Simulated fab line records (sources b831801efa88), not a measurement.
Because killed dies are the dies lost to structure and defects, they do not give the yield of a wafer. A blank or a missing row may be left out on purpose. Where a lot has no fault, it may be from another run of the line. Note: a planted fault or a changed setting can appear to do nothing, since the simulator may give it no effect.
Which of the tools did it? ; flow gf180mcu ; Sampling: 12 lots, 33 wafers, 6 of 602 route steps

WHAT THE GAUGES SHOWED, per wafer
GF_POLY_GATE_CD_MEAS_10: the cd target is 280 nm. Usual: 279.8 nm for cd nm, sd 1.1.
lot;measured;on;cd nm (nm);flag
L106;day 9 00:24;cd sem-02;279.9 279.8 278.0;
L107;day 9 11:31;cd sem-01;279.5 280.2 281.2;
L109;day 9 23:01;cd sem-01;278.6 279.3 278.9;
L117;day 12 10:42;cd sem-02;281.3 280.3;
L118;day 12 15:34;cd sem-01;280.1 278.2;
L119;day 13 05:04;cd sem-02;280.2 279.4;
L124;day 14 21:27;cd sem-02;278.1 276.3 278.5;
L125;day 15 05:14;cd sem-02;281.0 280.9 281.2;
L126;day 15 05:14;cd sem-01;279.7 279.4 280.0;
L127;day 15 07:18;cd sem-02;281.6 281.5 281.1;
L128;day 16 00:39;cd sem-01;278.1 281.1 281.1;
L129;day 16 10:02;cd sem-01;280.7 280.2 279.8;

GF_PSD_RS_MEAS_14: uses a four-point probe to measure. Usual: NSD_RS 46.18 ohm/sq, standard deviation 0.075.
lot;measured;on;NSD_RS (ohm/sq);flag
L106;day 14 01:00;film metro-01;46.29 46.17 46.14;
L107;day 14 15:44;film metro-04;46.20 46.28 46.15;
L109;day 15 04:38;film metro-01;46.21 46.10 46.22;
L117;day 18 01:26;film metro-01;44.45 44.36;OFF
L118;day 18 08:41;film metro-02;44.32 44.46;OFF
L119;day 19 01:21;film metro-01;44.39 46.13;OFF
L124;day 21 00:27;film metro-02;46.20 46.09 46.27;
L125;day 21 06:09;film metro-02;46.31 46.11 46.17;
L126;day 21 07:58;film metro-02;46.30 46.04 46.31;
L127;day 21 10:04;film metro-02;46.13 46.19 46.13;
L128;day 22 03:05;film metro-04;46.25 46.18 46.13;
L129;day 22 16:42;film metro-04;46.25 46.21 46.10;

GF_PSD_RS_MEAS_15: uses a four-point probe to measure. Usual: PSD_RS 108.67 ohm/sq, standard deviation 0.24.
lot;measured;on;PSD_RS (ohm/sq);flag
L106;day 14 01:07;film metro-01;108.66 108.82 108.74;
L107;day 14 15:51;film metro-04;108.36 108.98 108.61;
L109;day 15 04:46;film metro-01;108.58 108.21 108.83;
L117;day 18 01:34;film metro-01;104.08 104.37;OFF
L118;day 18 08:49;film metro-02;104.76 105.01;OFF
L119;day 19 01:28;film metro-01;104.69 108.67;OFF
L124;day 21 00:34;film metro-02;108.49 108.39 108.58;
L125;day 21 06:16;film metro-02;108.68 108.52 108.71;
L126;day 21 08:05;film metro-02;108.59 108.39 109.12;
L127;day 21 10:11;film metro-02;108.66 108.97 109.25;
L128;day 22 03:12;film metro-04;108.36 108.46 108.52;
L129;day 22 16:49;film metro-04;108.72 108.90 108.53;

WHAT TOOL EACH LOT RAN ON (gives the tool, then ch and the chambers of the sampled wafers, and finally the start)
lot;GF_VT_IMPLANT_STRIP_42;GF_HV_LDD_ETCHBACK_58;GF_PSD_RTA_13
L106;plasma asher-02 ch 0,1, day 7 10:08;rie diel-04 ch 1,2, day 12 07:28;rtp anneal-01 ch 0, day 14 00:54
L107;plasma asher-02 ch 0, day 7 16:33;rie diel-02 ch 1,2,3, day 12 21:11;rtp anneal-01 ch 0, day 14 15:38
L109;plasma asher-01 ch 0,1, day 8 08:17;rie diel-04 ch 0,2,3, day 13 10:01;rtp anneal-02 ch 0, day 15 04:28
L117;plasma asher-04 ch 0,1, day 10 15:15;rie diel-01 ch 0,3, day 16 04:24;rtp anneal-02 ch 0, day 18 01:16
L118;plasma asher-04 ch 0,1, day 10 20:47;rie diel-04 ch 0,2, day 16 09:38;rtp anneal-02 ch 0, day 18 08:31
L119;plasma asher-01 ch 0,1, day 11 04:56;rie diel-04 ch 1,2, day 17 01:49;rtp anneal-02 ch 0, day 19 01:12
L124;plasma asher-04 ch 0,1, day 12 21:05;rie diel-02 ch 0,2,3, day 19 00:07;rtp anneal-01 ch 0, day 21 00:22
L125;plasma asher-02 ch 0,1, day 13 03:58;rie diel-01 ch 1,2, day 19 05:32;rtp anneal-01 ch 0, day 21 06:03
L126;plasma asher-02 ch 0,1, day 13 05:20;rie diel-04 ch 1,3, day 19 06:47;rtp anneal-02 ch 0, day 21 07:53
L127;plasma asher-02 ch 0,1, day 13 08:32;rie diel-04 ch 0,1,3, day 19 09:17;rtp anneal-01 ch 0, day 21 09:52
L128;plasma asher-01 ch 0,1, day 13 23:20;rie diel-01 ch 0,1,2, day 20 03:21;rtp anneal-02 ch 0, day 22 03:00
L129;plasma asher-01 ch 0,1, day 14 09:32;rie diel-01 ch 1,2,3, day 20 17:47;rtp anneal-02 ch 0, day 22 16:37
- GF_VT_IMPLANT_STRIP_42: strips in O2/N2.
- GF_HV_LDD_ETCHBACK_58: etches Si3N4 in CH3F/O2, stops on SiO2, time 100 s, target depth 90 nm.
- GF_PSD_RTA_13: time 20 s.

WHAT THE TOOLS THEMSELVES READ (means of the sampled wafers that have a number; where no wafer has one, the mark that the record gives instead)
GF_VT_IMPLANT_STRIP_42. Usual: drypump motor current A 5.9 A, standard deviation 0.49; heater power w 331 W, standard deviation 33; oes product au 0.716 a.u., standard deviation 0.0044; strip time to endpoint s 12.63 s, standard deviation 0.036.
lot;tool;drypump motor current A (A);heater power w (W);oes product au (a.u.);strip time to endpoint s (s);flag
L106;plasma asher-02;6.2;357;0.713;12.59;
L107;plasma asher-02;6.5;385;0.713;12.54;
L109;plasma asher-01;6.3;301;0.716;12.62;
L117;plasma asher-04;5.4;338;0.713;12.61;
L118;plasma asher-04;5.4;338;0.720;12.62;
L119;plasma asher-01;6.2;312;0.710;12.58;
L124;plasma asher-04;5.3;343;0.715;12.66;
L125;plasma asher-02;5.8;330;0.716;12.65;
L126;plasma asher-02;5.8;327;0.715;12.58;
L127;plasma asher-02;6.2;359;0.719;12.64;
L128;plasma asher-01;6.2;320;0.713;12.63;
L129;plasma asher-01;6.2;320;0.719;12.66;

GF_HV_LDD_ETCHBACK_58. Usual: drypump motor current A 5.6 A, standard deviation 0.52; oes product au 0.843 a.u., standard deviation 0.0071; throttle valve pct 10.561 %, standard deviation 0.0088.
lot;tool;drypump motor current A (A);oes product au (a.u.);throttle valve pct (%);flag
L106;rie diel-04;5.4;0.841;10.560;
L107;rie diel-02;5.6;0.829;10.564;
L109;rie diel-04;5.3;0.843;10.566;
L117;rie diel-01;5.8;0.850;10.564;
L118;rie diel-04;5.2;0.837;10.555;
L119;rie diel-04;5.2;0.848;10.568;
L124;rie diel-02;5.8;0.846;10.568;
L125;rie diel-01;5.4;0.844;10.571;
L126;rie diel-04;5.5;0.845;10.562;
L127;rie diel-04;5.5;0.848;10.562;
L128;rie diel-01;5.5;0.842;10.568;
L129;rie diel-01;5.9;0.855;10.564;

GF_PSD_RTA_13. Usual: lamp power pct 34.3 %, standard deviation 0.33; run length s 49.5 s, standard deviation 0.87; wafer_temp_C_max 1029.6, standard deviation 1.1.
lot;tool;lamp power pct (%);run length s (s);wafer_temp_C_max;flag
L106;rtp anneal-01;34.7;48.9;1029.7;
L107;rtp anneal-01;34.7;48.9;1030.4;
L109;rtp anneal-02;34.0;50.6;1030.1;
L117;rtp anneal-02;34.0;59.2;1028.3;OFF
L118;rtp anneal-02;34.0;59.0;1029.7;OFF
L119;rtp anneal-02;34.0;54.8;1029.4;OFF
L124;rtp anneal-01;34.7;49.0;1029.7;
L125;rtp anneal-01;34.7;49.1;1030.5;
L126;rtp anneal-02;34.0;48.3;1029.0;
L127;rtp anneal-01;34.7;48.9;1029.5;
L128;rtp anneal-02;34.0;48.0;1030.0;
L129;rtp anneal-02;34.0;48.1;1029.1;

THE ANSWER, worked out from the rows above alone
Rule: a lot is off if the mean of its wafers that have a number lies more than 3 standard deviations from the usual mean. Also off: a lot with no number at a reading for which 4 or more lots have one. Any other lot the step has rows for is counted as sound. After the gauges, taken in route order, come the tools' own readings; for these a lot's mean is taken, as printed above. The first step at which some lot is off is used, and at that step the reading that is off furthest; a lot without a number counts as furthest.
Off: L117, L118, L119, at GF_PSD_RS_MEAS_14 (NSD_RS).
If a tool, at a process step before that reading, ran all the lots that are off and no sound lot after the first of them, it fits. The gauges at GF_PSD_RS_MEAS_14 aren't tried: what is off there is off at GF_PSD_RTA_13 too, on other tools, and a gauge's error can't cause that. No candidate that was tried fits.

WHAT THE SIMULATOR PUT IN
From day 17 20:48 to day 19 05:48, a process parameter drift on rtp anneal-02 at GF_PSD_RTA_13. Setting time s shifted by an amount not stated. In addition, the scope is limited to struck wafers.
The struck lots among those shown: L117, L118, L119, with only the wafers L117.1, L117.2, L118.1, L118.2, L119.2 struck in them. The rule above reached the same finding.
